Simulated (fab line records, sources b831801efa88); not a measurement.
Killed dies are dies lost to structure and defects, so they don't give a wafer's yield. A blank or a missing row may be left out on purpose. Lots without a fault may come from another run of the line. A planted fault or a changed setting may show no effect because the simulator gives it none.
One fault seen from 2 desks | flow sky130 | each desk has only its own numbers; what lay behind them comes last

THE TOOL OWNER'S DESK: krf_scanner-01
The tool's own readings at SKY_LI_CONTACT_EXPOSE_09 (exposes mask LICM1, target cd 170 nm): means of the sampled wafers that have a number, for each lot that ran on this tool. A lot is out of limits, marked OUT, if its mean lies more than 4 standard deviations from the usual mean; the brackets give that distance.
Columns: A = focus_offset_nm at SKY_LI_CONTACT_EXPOSE_09, usual 0.0 nm
lot  | first seen here | A
L714 | day 28 22:09    | -0.3
L718 | day 30 09:05    | 0.3
L719 | day 30 22:47    | 0.1
L722 | day 31 23:35    | 0.0
L727 | day 33 14:45    | 0.1
L729 | day 34 05:01    | -0.6
L732 | day 35 06:04    | 0.0
L733 | day 35 22:13    | 0.0
L734 | day 36 07:28    | 0.6
L735 | day 36 07:52    | -0.3
This desk's finding: nothing out of limits on any of the 10 lots.

THE METROLOGY DESK
What the gauges read, lot by lot, whatever tool the lot ran on: means of the sampled wafers that have a number. A lot is out of limits, marked OUT, if its mean lies more than 4 standard deviations from the usual mean; the brackets give that distance.
Columns: A = cd_nm at SKY_SD_P_CD_MEAS_07, usual 380.4 nm; B = RES_XHIGH_TW at SKY_RES_XHIGH_TW_MEAS_09, usual 1643; C = cd_nm at SKY_LI_CONTACT_CD_MEAS_12, usual 170.3 nm
lot  | first seen here | A     | B    | C
L714 | day 25 17:56    | 378.7 | 1642 | 170.4
L718 | day 27 06:44    | 381.0 | 1645 | 168.8
L719 | day 27 21:05    | 380.0 | 1633 | 169.1
L722 | day 28 23:22    | 382.9 | 1657 | 169.1
L723 | day 29 09:31    | 380.1 | 1648 | 170.0
L724 | day 29 14:55    | 382.1 | 1656 | 169.1
L726 | day 30 05:01    | 379.7 | 1638 | 169.6
L727 | day 30 14:47    | 382.1 | 1639 | 170.8
L729 | day 31 06:43    | 381.6 | 1638 | 170.8
L732 | day 32 07:32    | 381.3 | 1641 | 170.3
L733 | day 33 01:40    | 380.5 | 1634 | 145.1 (-21) OUT
L734 | day 33 10:19    | 380.7 | 1655 | 147.5 (-19) OUT
L735 | day 33 12:04    | 378.5 | 1643 | 122.2 (-40) OUT
This desk's finding: out of limits on L733, L734, L735; first on L733, day 36 11:19 (cd_nm at SKY_LI_CONTACT_CD_MEAS_12). In limits: L714, L718, L719, L722, L723, L724, L726, L727, L729, L732.

PUT TOGETHER
The metrology desk could have raised an alarm at day 36 11:19, on L733, L734, L735.
The tool owner's desk saw nothing out of limits.
The tool owner's desk has L733, L734, L735 on record, within its limits.
Of the lots named, all ran SKY_LI_CONTACT_EXPOSE_09 on krf_scanner-01.

WHAT THE SIMULATOR HAD PUT IN
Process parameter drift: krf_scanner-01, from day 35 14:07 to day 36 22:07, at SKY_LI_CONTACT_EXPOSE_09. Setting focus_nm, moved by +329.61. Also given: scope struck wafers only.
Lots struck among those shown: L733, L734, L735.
Hours from the fault's start to each desk's first reading out of limits: the metrology desk, 21.
